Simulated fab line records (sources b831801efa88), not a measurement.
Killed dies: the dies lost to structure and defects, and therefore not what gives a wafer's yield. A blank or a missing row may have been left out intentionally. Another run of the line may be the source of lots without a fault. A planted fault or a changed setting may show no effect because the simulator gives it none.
Problem report in the 8D (eight disciplines) form, filled by code / flow sky130 / the parts of the form that need people (team, actions taken, sign-off) are left out

== 1. THE PROBLEM ==
Mean of killed_at_M0_to_M3 at SKY_PAD_OPEN_PROBE_99: 98 across 3 wafers in 2 lots; on wafers with no fault it is 43 (standard deviation 7.6). Relative to the usual mean, that is a shift of +7.2 standard deviations.
First observed at day 50 20:19: wafer L296.1, on prober-01. At this step, 36 wafers from 12 lots have a number in the record. By rule, "out" or "out of limits" means more than 4 standard deviations away from the usual mean. The rest of the wafers with a number are treated as sound.

== 2. WHAT IT IS; WHAT IT IS NOT ==
question=which readings at this step | is=killed_at_M0_to_M3, defect limited yield, killed dies, sort_bin_3_pad_short, sort n pass, sort yield pct | is not=killed_at_M4_up, killed at contacts, killed at front end, killed at other, killed open, killed short
question=which lots | is=L296, L297 | is not=L275, L276, L277, L278, L280, L282, L284, L285, L289, L292
question=which wafers of those lots | is=L296.1, L296.5, L297.6 | is not=L296.2, L297.1, L297.5
question=read on which tools | is=prober-01, prober-02 | is not=-
question=when | is=from day 50 20:19 | is not=up to then (30 sound wafers); but 3 sound wafers of L296, L297 came after

== 3. WHAT RULES OUT EACH SUSPECT ==
Counting: a tool at a process step up to the reading stays a suspect if it ran every lot that is out. Sound lots after the first of them don't rule it out here, since some wafers of a struck lot are sound.
- pvd sputter-02 at SKY_METAL3_SPUTTER_01 (material TiN, target thk 20 nm, time 16.7 s): kept. It processed each lot that is out (first: L296, day 42 21:48); up to then, its last sound lot is L292 (day 41 13:41).
After counting, what remains is pvd sputter-02 at SKY_METAL3_SPUTTER_01.

== 4. THE CAUSE (what the simulator had put in) ==
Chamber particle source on pvd sputter-02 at SKY_METAL3_SPUTTER_01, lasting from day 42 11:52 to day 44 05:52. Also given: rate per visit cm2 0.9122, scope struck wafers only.
Counting left only this tool.

== 5. THE EFFECT CHAIN, in route order ==
Each row: a reading where the mean over the struck wafers with a number is more than 3 standard deviations away from the usual. Only readings whose record carries a usual standard deviation are examined. hours: median over the lots of the time between each lot's start at the first step of this table that gives one and its start at this step. sigmas: the change, counted in usual standard deviations.
hours=0; step=SKY_PAD_OPEN_PROBE_99; reading=defect limited yield; usual=82.6 %; on struck wafers=72.0; change=-10.6; sigmas=-5.3
hours=0; step=SKY_PAD_OPEN_PROBE_99; reading=killed_at_M0_to_M3; usual=43; on struck wafers=98; change=+55; sigmas=+7.2
hours=0; step=SKY_PAD_OPEN_PROBE_99; reading=killed dies; usual=85; on struck wafers=138; change=+53; sigmas=+5.3
hours=0; step=SKY_PAD_OPEN_PROBE_99; reading=sort_bin_3_pad_short; usual=0.8 %; on struck wafers=3.3; change=+2.5; sigmas=+6.2
hours=0; step=SKY_PAD_OPEN_PROBE_99; reading=sort_bin_5_function; usual=10.3 %; on struck wafers=16.8; change=+6.5; sigmas=+4.1
hours=0; step=SKY_PAD_OPEN_PROBE_99; reading=sort n pass; usual=407; on struck wafers=354; change=-53; sigmas=-5.3
hours=0; step=SKY_PAD_OPEN_PROBE_99; reading=sort yield pct; usual=82.6 %; on struck wafers=72.0; change=-10.6; sigmas=-5.3
Process steps it contains:
- SKY_PAD_OPEN_PROBE_99

== 6. WHAT WOULD HAVE CAUGHT IT SOONER ==
First out-of-limits reading in this record: day 50 20:19, which is 200 hours after fault onset at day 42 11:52.
No tool reading at SKY_METAL3_SPUTTER_01 that has a usual standard deviation in the record was out on any struck wafer, so an alarm limit of 4 standard deviations on those readings would not have fired.
By day 50 20:19 the whole set of lots that are out, 2 in number, had already begun SKY_METAL3_SPUTTER_01 on pvd sputter-02. A hold on the tool at that time would have spared none of them.
